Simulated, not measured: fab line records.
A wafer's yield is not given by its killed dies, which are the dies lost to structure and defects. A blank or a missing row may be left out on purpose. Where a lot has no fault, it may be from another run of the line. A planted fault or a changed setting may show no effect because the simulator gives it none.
What tool caused it? | flow sky130 | 11 lots with 33 wafers sampled at 5 steps, on a route of 708 steps

## WHAT THE GAUGES SHOWED, per wafer
SKY_VIA4_OVL_MEAS_11. Usual: VIA4_OVL -0.2 nm, standard deviation 1.6.
lot  | measured     | on         | VIA4_OVL (nm)  | flag
L205 | day 42 15:03 | overlay-01 | 1.0 2.2 2.4    |
L206 | day 42 21:34 | overlay-02 | -2.2 -0.1 -0.6 |
L209 | day 43 20:50 | overlay-01 | -0.5 -2.1 -0.7 |
L212 | day 44 21:13 | overlay-01 | -0.4 1.1 0.4   |
L214 | day 45 05:02 | overlay-01 | -1.7 -1.0 -2.5 |
L220 | day 47 20:32 | overlay-02 | -2.6 -1.3 -3.2 |
L222 | day 48 05:27 | overlay-01 | 1.2 0.6 0.3    |
L223 | day 48 06:32 | overlay-02 | -0.1 -0.2 -1.3 |
L225 | day 48 15:38 | overlay-01 | 2.5 0.0 0.3    |
L224 | day 48 19:20 | overlay-01 | 1.6 2.0 2.5    |
L226 | day 49 02:54 | overlay-01 | 2.8 1.1 0.7    |

## TOOL THAT RAN EACH LOT (tool first, then ch and the chambers of the sampled wafers, then the start)
lot  | SKY_VIA3_CVD_21               | SKY_METAL4_SPUTTER_00        | SKY_METAL4_METAL_ETCH_18          | SKY_METAL4_STRIP_19
L205 | cvd w-02 ch 0,1, day 39 10:32 | pvd sputter-01, day 39 11:08 | rie metal-03 ch 0,1, day 41 14:26 | plasma asher-04 ch 0,1, day 41 14:37
L206 | cvd w-01 ch 0,1, day 39 17:59 | pvd sputter-03, day 39 18:33 | rie metal-02 ch 0,1, day 41 21:42 | plasma asher-04 ch 0,1, day 41 21:51
L209 | cvd w-02 ch 0,1, day 40 18:25 | pvd sputter-01, day 40 19:01 | rie metal-02 ch 0, day 42 20:29   | plasma asher-03 ch 0,1, day 42 20:40
L212 | cvd w-01 ch 0,1, day 41 22:51 | pvd sputter-03, day 41 23:28 | rie metal-02 ch 0,1, day 43 21:59 | plasma asher-03 ch 0,1, day 43 22:10
L214 | cvd w-01 ch 0,1, day 42 07:25 | pvd sputter-04, day 42 07:58 | rie metal-02 ch 0,1, day 44 06:05 | plasma asher-04 ch 0,1, day 44 06:14
L220 | cvd w-02 ch 0, day 45 04:59   | pvd sputter-04, day 45 05:43 | rie metal-02 ch 0,1, day 46 23:35 | plasma asher-03 ch 0,1, day 46 23:46
L222 | cvd w-02 ch 0,1, day 45 15:17 | pvd sputter-04, day 45 15:53 | rie metal-02 ch 0,1, day 47 08:53 | plasma asher-01 ch 0,1, day 47 09:04
L223 | cvd w-02 ch 0,1, day 45 16:51 | pvd sputter-03, day 45 17:28 | rie metal-02 ch 0,1, day 47 11:02 | plasma asher-04 ch 0,1, day 47 11:13
L225 | cvd w-01 ch 0,1, day 46 02:12 | pvd sputter-03, day 46 02:48 | rie metal-04 ch 0,1, day 47 20:14 | plasma asher-04 ch 0,1, day 47 20:25
L224 | cvd w-01 ch 0,1, day 46 08:19 | pvd sputter-01, day 46 08:55 | rie metal-02 ch 0,1, day 48 00:26 | plasma asher-03 ch 0,1, day 48 00:37
L226 | cvd w-01 ch 0,1, day 46 14:21 | pvd sputter-04, day 46 14:55 | rie metal-03 ch 0,1, day 48 07:45 | plasma asher-04 ch 0,1, day 48 07:54
- SKY_VIA3_CVD_21: deposits W, target thk 390 nm, time 117.31 s.
- SKY_METAL4_SPUTTER_00: material Ti, target thk 15 nm, time 10 s.
- SKY_METAL4_METAL_ETCH_18: etches the open film in Cl2/BCl3, stops on SiO2, target depth 845 nm, time 183.1 s.
- SKY_METAL4_STRIP_19: strips in O2/N2.

## AS READ BY THE TOOLS THEMSELVES (means over the sampled wafers that have a number; for cases with no such wafer, the mark the record gives instead)
SKY_VIA3_CVD_21. Usual: heater power w 777 W, standard deviation 52.
lot  | tool     | heater power w (W) | flag
L205 | cvd w-02 | 810                |
L206 | cvd w-01 | 724                |
L209 | cvd w-02 | 838                |
L212 | cvd w-01 | 727                |
L214 | cvd w-01 | 714                |
L220 | cvd w-02 | 845                |
L222 | cvd w-02 | 842                |
L223 | cvd w-02 | 850                |
L225 | cvd w-01 | 743                |
L224 | cvd w-01 | 746                |
L226 | cvd w-01 | 754                |

SKY_METAL4_SPUTTER_00. Usual: throttle valve pct 30.2 %, standard deviation 1.2.
lot  | tool           | throttle valve pct (%) | flag
L205 | pvd sputter-01 | 31.1                   |
L206 | pvd sputter-03 | 29.6                   |
L209 | pvd sputter-01 | 30.6                   |
L212 | pvd sputter-03 | 30.1                   |
L214 | pvd sputter-04 | 30.5                   |
L220 | pvd sputter-04 | 30.4                   |
L222 | pvd sputter-04 | 30.4                   |
L223 | pvd sputter-03 | 30.9                   |
L225 | pvd sputter-03 | 31.3                   |
L224 | pvd sputter-01 | 30.5                   |
L226 | pvd sputter-04 | 29.4                   |

SKY_METAL4_METAL_ETCH_18. Usual: drypump motor current A 6.0 A, standard deviation 0.47; he backside leak sccm 3.28 sccm, standard deviation 0.19; oes product au 0.868 a.u., standard deviation 0.0057; rf fwd power W 896.1 W, standard deviation 2.9; throttle valve pct 22.265 %, standard deviation 0.0092.
lot  | tool         | drypump motor current A (A) | he backside leak sccm (sccm) | oes product au (a.u.) | rf fwd power W (W) | throttle valve pct (%) | flag
L205 | rie metal-03 | 6.3                         | 3.47                         | 0.871                 | 898.3              | 22.265                 |
L206 | rie metal-02 | 5.9                         | 3.16                         | 0.867                 | 899.1              | 22.273                 |
L209 | rie metal-02 | 5.4                         | 3.26                         | 0.871                 | 895.9              | 22.261                 |
L212 | rie metal-02 | 5.9                         | 3.26                         | 0.871                 | 751.4              | 22.262                 | OFF
L214 | rie metal-02 | 5.6                         | 3.15                         | 0.862                 | 748.6              | 22.261                 | OFF
L220 | rie metal-02 | 5.9                         | 3.11                         | 0.869                 | 897.5              | 22.261                 |
L222 | rie metal-02 | 5.9                         | 3.16                         | 0.867                 | 896.9              | 22.260                 |
L223 | rie metal-02 | 5.6                         | 3.07                         | 0.866                 | 895.8              | 22.265                 |
L225 | rie metal-04 | 5.7                         | 3.37                         | 0.863                 | 897.4              | 22.264                 |
L224 | rie metal-02 | 5.8                         | 3.12                         | 0.865                 | 895.4              | 22.256                 |
L226 | rie metal-03 | 6.6                         | 3.22                         | 0.865                 | 896.9              | 22.269                 |

SKY_METAL4_STRIP_19. Usual: drypump motor current A 5.8 A, standard deviation 0.39; oes product au 0.502 a.u., standard deviation 0.0056; strip time to endpoint s 6.54 s, standard deviation 0.073.
lot  | tool            | drypump motor current A (A) | oes product au (a.u.) | strip time to endpoint s (s) | flag
L205 | plasma asher-04 | 5.7                         | 0.503                 | 6.59                         |
L206 | plasma asher-04 | 5.8                         | 0.503                 | 6.55                         |
L209 | plasma asher-03 | 5.3                         | 0.497                 | 6.54                         |
L212 | plasma asher-03 | 5.5                         | 0.530                 | 7.24                         | OFF
L214 | plasma asher-04 | 5.7                         | 0.534                 | 7.26                         | OFF
L220 | plasma asher-03 | 5.4                         | 0.501                 | 6.54                         |
L222 | plasma asher-01 | 5.9                         | 0.497                 | 6.44                         |
L223 | plasma asher-04 | 5.8                         | 0.501                 | 6.55                         |
L225 | plasma asher-04 | 5.8                         | 0.502                 | 6.51                         |
L224 | plasma asher-03 | 5.4                         | 0.501                 | 6.50                         |
L226 | plasma asher-04 | 5.7                         | 0.499                 | 6.55                         |

## THE ANSWER, worked out from the rows above alone
Rule: take the mean of a lot's wafers that have a number; if it is more than 3 standard deviations from the usual mean, the lot is off. A lot without any number at a reading at which 4 lots or more have one is off too. The other lots that the step has rows for count as sound. Order of review: gauges by route order, followed by the tools' own readings, for which a lot's mean as printed above is used. The first step at which some lot is off is used, and at that step the reading that is off furthest; a lot without a number counts as furthest.
Off, at SKY_METAL4_METAL_ETCH_18 on rf fwd power W: L212, L214.
A tool fits if, at that step or a process step before it, it ran every lot that is off, and no sound lot after the first of them. Of those tried, none fits.

## WHAT THE SIMULATOR PUT IN
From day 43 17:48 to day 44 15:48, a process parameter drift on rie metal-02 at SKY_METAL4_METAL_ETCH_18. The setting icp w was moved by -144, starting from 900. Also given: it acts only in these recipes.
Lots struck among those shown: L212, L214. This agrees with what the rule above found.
